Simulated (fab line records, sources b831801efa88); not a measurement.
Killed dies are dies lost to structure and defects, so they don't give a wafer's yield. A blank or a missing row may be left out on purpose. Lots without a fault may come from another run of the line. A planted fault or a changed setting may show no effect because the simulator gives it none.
fab line records | flow gf180mcu | part 2 of 2: steps 30 to 41 of 41
record lots=5 wafers=15 last_day=34
route steps=602 shown VT_IMPLANT@129 MVSD@136 NWELL@137 LVPWELL@138 MVPSD@139 DUAL_GATE@141 POLY_GATE@157
lots that met no fault: from a run of the same line without faults
start_h: hours from the record's first day to the start of the lot's first wafer shown | wait_h: hours since the lot's step before | " the same as in the row above | L1.1+2: a row that stands for several wafers | - no value, or no start given | * or withheld: withheld | < > ~ a bound
route shown NAME@n: a module of which the file shows steps, and the number in the route of the first | usual: mean/standard deviation of fault-free wafers | same: alike in all rows | chamber/n: place in a boat | sites: the reading at each site | _std_site: their standard deviation | _edge_site: outer sites' mean less inner sites' | radius_mm: how far each site lies from the wafer's centre | mask NAME#n: copy n | behind: the tool/chamber that last shaped the wafer | hold: why the lot was held/for how many hours/how that ended | device: the transistor (n, p or np) that didn't switch | end of line: the same wafers' tests at the end of the route | a step without rows: its recipe alone | killed: dies lost to structure and defects at the first sort, not the wafer's yield | map: a wafer's dies, x killed, . not, _ none there
set.NAME: the setting as run; set.NAME@STEP: as run at that earlier step | model.NAME: the simulator's own value behind a step, which no gauge read
lots at some steps of the route; a table a step, a row a wafer
services: from which hour (start_h, from the record's first day; less than 0 if before it) a tool's chamber was out of use, for how many hours, and why
## steps
# step GF_POLY_GATE_THK_MEAS_01
# recipe reads=poly-Si_of_POLY_GATE_CVD_00
# usual POLY_GATE_CVD_00_THK=199.6/2.3
# columns lot.wafer tool chamber start_h wait_h POLY_GATE_CVD_00_THK[nm]
L076.2 film_metro-04 - 194.07 0.0 200.2
L076.5 " - " " 199.1
L076.6 " - " " 202.1
L086.4 film_metro-01 - 265.07 0.0 197.3
L086.5 " - " " 197.4
L086.6 " - " " 198.6
L092.2 film_metro-04 - 308.01 0.0 202.0
L092.4 " - " " 200.7
L092.5 " - " " 199.9
L093.3 film_metro-04 - 314.99 0.0 194.9
L093.5 " - " " 194.9
L093.6 " - " " 196.1
L096.4 film_metro-04 - 335.43 0.0 194.3
L096.5 " - " " 195.1
L096.6 " - " " 194.7
# step GF_POLY_GATE_DEHYDRATE_02
# recipe temp_c=200 time_s=60
# usual heater_power_total_W=160.37/0.12
# columns lot.wafer tool chamber start_h wait_h heater_power_total_W
L076.2 litho_track-03 0 202.59 8.5 160.40
L076.5 " 0 " " 160.64
L076.6 " 0 " " 160.35
L086.4 litho_track-01 0 273.70 8.6 160.52
L086.5 " 0 " " 160.27
L086.6 " 0 " " 160.17
L092.2 litho_track-01 0 317.05 9.0 160.52
L092.4 " 0 " " 160.58
L092.5 " 0 " " 160.38
L093.3 litho_track-04 0 325.10 10.1 160.31
L093.5 " 0 " " 160.46
L093.6 " 0 " " 160.24
L096.4 litho_track-03 0 345.99 10.5 160.57
L096.5 " 0 " " 160.40
L096.6 " 0 " " 160.38
# step GF_POLY_GATE_HMDS_03
# recipe prime_time_s=60 prime_temp_c=120
# columns lot.wafer tool chamber start_h wait_h
L076.2+5+6 litho_track-03 0 202.74 0.1
L086.4+5+6 litho_track-01 0 273.85 0.1
L092.2+4+5 litho_track-01 0 317.20 0.1
L093.3+5+6 litho_track-04 0 325.25 0.1
L096.4+5+6 litho_track-03 0 346.14 0.1
# step GF_POLY_GATE_COAT_04
# recipe resist=BARC temp_c=withheld time_s=withheld spin_rpm=withheld resist_thk_nm=withheld
# columns lot.wafer tool chamber start_h wait_h
L076.2+5+6 litho_track-03 0 202.89 0.1
L086.4+5+6 litho_track-01 0 274.00 0.1
L092.2+4+5 litho_track-01 0 317.35 0.1
L093.3+5+6 litho_track-04 0 325.40 0.1
L096.4+5+6 litho_track-03 0 346.29 0.1
# step GF_POLY_GATE_COAT_05
# recipe resist=KrF spin_rpm=withheld resist_thk_nm=700
# columns lot.wafer tool chamber start_h wait_h
L076.2+5+6 litho_track-03 0 - -
L086.4+5+6 litho_track-01 0 - -
L092.2+4+5 litho_track-01 0 - -
L093.3+5+6 litho_track-04 0 - -
L096.4+5+6 litho_track-03 0 - -
# step GF_POLY_GATE_SOFTBAKE_06
# recipe temp_c=130 time_s=60 resist=KrF
# usual heater_power_total_W=93.05/0.058
# columns lot.wafer tool chamber start_h wait_h heater_power_total_W
L076.2 litho_track-03 0 - - 93.03
L076.5 " 0 " " 93.04
L076.6 " 0 " " 93.06
L086.4 litho_track-01 0 - - 93.08
L086.5 " 0 " " 93.11
L086.6 " 0 " " 92.93
L092.2 litho_track-01 0 - - 93.04
L092.4 " 0 " " 93.02
L092.5 " 0 " " 92.90
L093.3 litho_track-04 0 - - 93.06
L093.5 " 0 " " 92.93
L093.6 " 0 " " 93.07
L096.4 litho_track-03 0 - - 93.06
L096.5 " 0 " " 93.04
L096.6 " 0 " " 93.14
# step GF_POLY_GATE_EXPOSE_07
# recipe mask_id=Poly2 target_cd_nm=280 na=0.68 source_shape=conventional sigma_outer=0.6 dose_mj=28
# columns lot.wafer tool chamber start_h wait_h mask
L076.2+5+6 krf_scanner-02 0 - - Poly2#0
L086.4+5+6 krf_scanner-02 0 - - Poly2#0
L092.2+4+5 krf_scanner-02 0 - - Poly2#0
L093.3+5+6 krf_scanner-02 0 - - Poly2#0
L096.4+5+6 krf_scanner-02 0 - - Poly2#0
# step GF_POLY_GATE_PEB_08
# recipe peb_temp_c=134.6 peb_time_s=90 resist=KrF
# usual heater_power_total_W=85.37/0.089
# columns lot.wafer tool chamber start_h wait_h heater_power_total_W
L076.2 litho_track-03 0 - - 85.44
L076.5 " 0 " " 85.44
L076.6 " 0 " " 85.39
L086.4 litho_track-04 0 - - 85.32
L086.5 " 0 " " 85.36
L086.6 " 0 " " 85.47
L092.2 litho_track-03 0 - - 85.35
L092.4 " 0 " " 85.29
L092.5 " 0 " " 85.44
L093.3 litho_track-04 0 - - 85.42
L093.5 " 0 " " 85.34
L093.6 " 0 " " 85.48
L096.4 litho_track-03 0 - - 85.26
L096.5 " 0 " " 85.27
L096.6 " 0 " " 85.23
# step GF_POLY_GATE_DEVELOP_09
# recipe develop_time_s=60 resist=KrF dev_temp_c=21
# columns lot.wafer tool chamber start_h wait_h
L076.2+5+6 litho_track-03 0 211.34 0.2
L086.4+5+6 litho_track-04 0 284.68 0.1
L092.2+4+5 litho_track-03 0 328.34 0.2
L093.3+5+6 litho_track-04 0 336.40 0.1
L096.4+5+6 litho_track-03 0 357.49 0.1
# step GF_POLY_GATE_CD_MEAS_10
# recipe target_cd_nm=280
# usual cd_nm=280.3/1.3
# columns lot.wafer tool chamber start_h wait_h cd_nm
L076.2 cd_sem-01 - 211.48 0.1 281.2
L076.5 " - " " 281.2
L076.6 " - " " 282.3
L086.4 cd_sem-02 - 284.81 0.1 281.0
L086.5 " - " " 279.8
L086.6 " - " " 280.2
L092.2 cd_sem-01 - 328.48 0.1 279.0
L092.4 " - " " 280.1
L092.5 " - " " 280.3
L093.3 cd_sem-01 - 336.54 0.1 280.1
L093.5 " - " " 279.4
L093.6 " - " " 279.1
L096.4 cd_sem-01 - 357.62 0.1 281.1
L096.5 " - " " 282.0
L096.6 " - " " 281.2
# step GF_POLY_GATE_OVL_MEAS_11
# usual POLY_GATE_OVL=1/5.6
# columns lot.wafer tool chamber start_h wait_h POLY_GATE_OVL[nm]
L076.2 overlay-01 - 211.59 0.1 4
L076.5 " - " " 10
L076.6 " - " " 3
L086.4 overlay-01 - 284.89 0.1 11
L086.5 " - " " 11
L086.6 " - " " 12
L092.2 overlay-01 - 328.59 0.1 3
L092.4 " - " " 6
L092.5 " - " " 2
L093.3 overlay-02 - 336.64 0.1 6
L093.5 " - " " -1
L093.6 " - " " 6
L096.4 overlay-01 - 357.70 0.1 2
L096.5 " - " " 5
L096.6 " - " " 3
# step GF_POLY_GATE_ETCH_12
# recipe chemistry=N2/H2 target_depth_a=withheld overetch_a=withheld time_s=withheld target=BARC ion_energy_ev=200 source_w=500 bias_w=100 pressure_mtorr=30 n2_flow_sccm=100 h2_flow_sccm=200
# usual drypump_motor_current_A=5.8/0.44 oes_product_au=0.735/0.0043 throttle_valve_pct=13.215/0.0085
# columns lot.wafer tool chamber start_h wait_h drypump_motor_current_A oes_product_au throttle_valve_pct
L076.2 rie_diel-01 3 211.62 0.0 6.5 0.729 13.210
L076.5 " 1 " " 6.5 0.736 13.221
L076.6 " 2 " " 5.8 0.741 13.211
L086.4 rie_diel-03 2 284.91 0.0 5.8 0.734 13.209
L086.5 " 1 " " 6.2 0.732 13.204
L086.6 " 2 " " 5.8 0.740 13.227
L092.2 rie_diel-01 3 328.62 0.0 6.5 0.739 13.230
L092.4 " 0 " " 5.7 0.737 13.224
L092.5 " 0 " " 5.6 0.727 13.220
L093.3 rie_diel-01 3 336.66 0.0 6.5 0.730 13.204
L093.5 " 1 " " 6.6 0.736 13.202
L093.6 " 0 " " 5.6 0.735 13.206
L096.4 rie_diel-03 0 357.72 0.0 5.3 0.739 13.215
L096.5 " 2 " " 5.8 0.746 13.208
L096.6 " 1 " " 6.2 0.730 13.219
## services
# columns tool chamber start_h hours kind
plasma_asher-04 - 150.77 9.4 repair
krf_scanner-02 - 203.87 4.4 pm
rie_diel-03 1 204.13 18.1 repair
rie_diel-01 0 207.16 4.8 repair
krf_scanner-02 - 208.97 6.0 repair
wet_bench-03 - 212.87 1.5 repair
plasma_asher-02 - 214.67 13.5 pm
lpcvd-01 - 226.91 1.3 repair
rie_diel-01 0 234.17 1.5 repair
wet_bench-03 - 242.69 1.0 repair
implanter-04 - 248.04 6.6 repair
furnace-01 - 248.75 3.2 pm
implanter-04 - 254.20 8.3 repair
wet_bench-01 - 254.91 28.7 repair
rie_diel-01 3 262.68 1.7 repair
krf_scanner-02 - 266.20 0.5 repair
furnace-01 - 266.52 2.9 pm
krf_scanner-02 - 274.98 1.3 pm
iline_stepper-01 - 277.90 1.7 pm
wet_bench-04 - 280.40 0.7 repair
plasma_asher-04 - 292.79 14.9 repair
krf_scanner-02 - 295.00 0.8 pm
furnace-02 - 299.18 3.2 pm
krf_scanner-02 - 302.62 1.0 pm
